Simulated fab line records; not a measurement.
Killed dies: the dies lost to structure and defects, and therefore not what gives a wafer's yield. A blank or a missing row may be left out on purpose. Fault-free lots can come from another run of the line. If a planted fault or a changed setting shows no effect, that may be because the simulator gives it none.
One fault seen from 2 desks	flow sfq-line	each desk holds nothing but its own numbers, with what lay behind them at the end

## FROM THE METROLOGY DESK
What the gauges read for every lot (on any tool): the sampled wafers with a number, averaged. The brackets show how far a lot's mean lies from the usual mean; more than 4 standard deviations puts the lot out of limits, marked OUT.
Columns: A = M0_OVL at SFQ_M0_OVL_MEAS_906, usual 0 nm; B = I1_OVL at SFQ_I1_OVL_MEAS_913, usual -2 nm
lot	first seen here	A	B
L481	day 11 12:13	2	-1
L484	day 12 05:09	-2	2
L485	day 12 21:29	-3	1
L486	day 13 09:29	-0	-7
L487	day 13 15:29	-4	-4
L488	day 13 22:41	0	-6
L489	day 14 03:29	7	-2
L490	day 14 15:30	4	-2
L492	day 15 07:05	5	-7
L494	day 15 22:49	-3	-4
L496	day 16 21:16	-2	0
L498	day 17 15:23	-6	-12
L501	day 18 16:43	-14	-6
L502	day 18 23:55	-9	1
L503	day 19 07:14	6	1
This desk's finding: nothing out of limits on any of the 15 lots.

## TOOL OWNER'S DESK, rie-diel-04
The tool's own readings at SFQ_TRILAYER_I1_VIA_BARC_OPEN_VIA_ETCH_071 (etches BARC in O2, target depth 125 nm, time 41.7 s): means of the sampled wafers that have a number, for each lot that ran on this tool. The brackets show how far a lot's mean lies from the usual mean; more than 4 standard deviations puts the lot out of limits, marked OUT.
Columns: A = drypump-motor-current-A at SFQ_TRILAYER_I1_VIA_BARC_OPEN_VIA_ETCH_071, usual 5.7 A; B = oes-product-au at SFQ_TRILAYER_I1_VIA_BARC_OPEN_VIA_ETCH_071, usual 0.686 a.u.; C = run-length-s at SFQ_TRILAYER_I1_VIA_BARC_OPEN_VIA_ETCH_071, usual 69.9 s
lot	first seen here	A	B	C
L481	day 29 23:25	5.5	0.684	69.9
L485	day 31 04:13	5.4	0.692	69.9
L486	day 31 18:45	5.5	0.688	69.9
L489	day 33 03:22	5.7	0.691	70.2
L490	day 33 09:30	5.8	0.683	70.1
L492	day 33 13:06	5.9	0.679	70.4
L496	day 34 00:01	5.7	0.628 (-11) OUT	79.0 (+24) OUT
L498	day 34 02:25	5.5	0.661 (-4.7) OUT	75.0 (+13) OUT
L501	day 34 07:13	5.6	0.659 (-5.0) OUT	74.6 (+12) OUT
This desk's verdict: out of limits on L496, L498, L501, starting with L496 at day 34 00:01 (oes-product-au at SFQ_TRILAYER_I1_VIA_BARC_OPEN_VIA_ETCH_071). L481, L485, L486, L489, L490, L492 stayed within limits.

## PUT TOGETHER
The tool owner's desk could have raised an alarm at day 34 00:01, on L496, L498, L501.
Metrology desk: nothing out of limits seen.
The metrology desk holds a record of L496, L498, L501, inside its limits.
All the named lots went through SFQ_TRILAYER_I1_VIA_BARC_OPEN_VIA_ETCH_071 on rie-diel-04.

## WHAT HAD BEEN PUT IN BY THE SIMULATOR
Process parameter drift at SFQ_TRILAYER_I1_VIA_BARC_OPEN_VIA_ETCH_071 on rie-diel-04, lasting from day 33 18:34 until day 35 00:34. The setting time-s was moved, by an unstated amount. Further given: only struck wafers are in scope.
Struck lots among those shown: L496, L498, L501.
How many hours passed from the start of the fault until each desk's first out-of-limits reading: the tool owner's desk, 5.
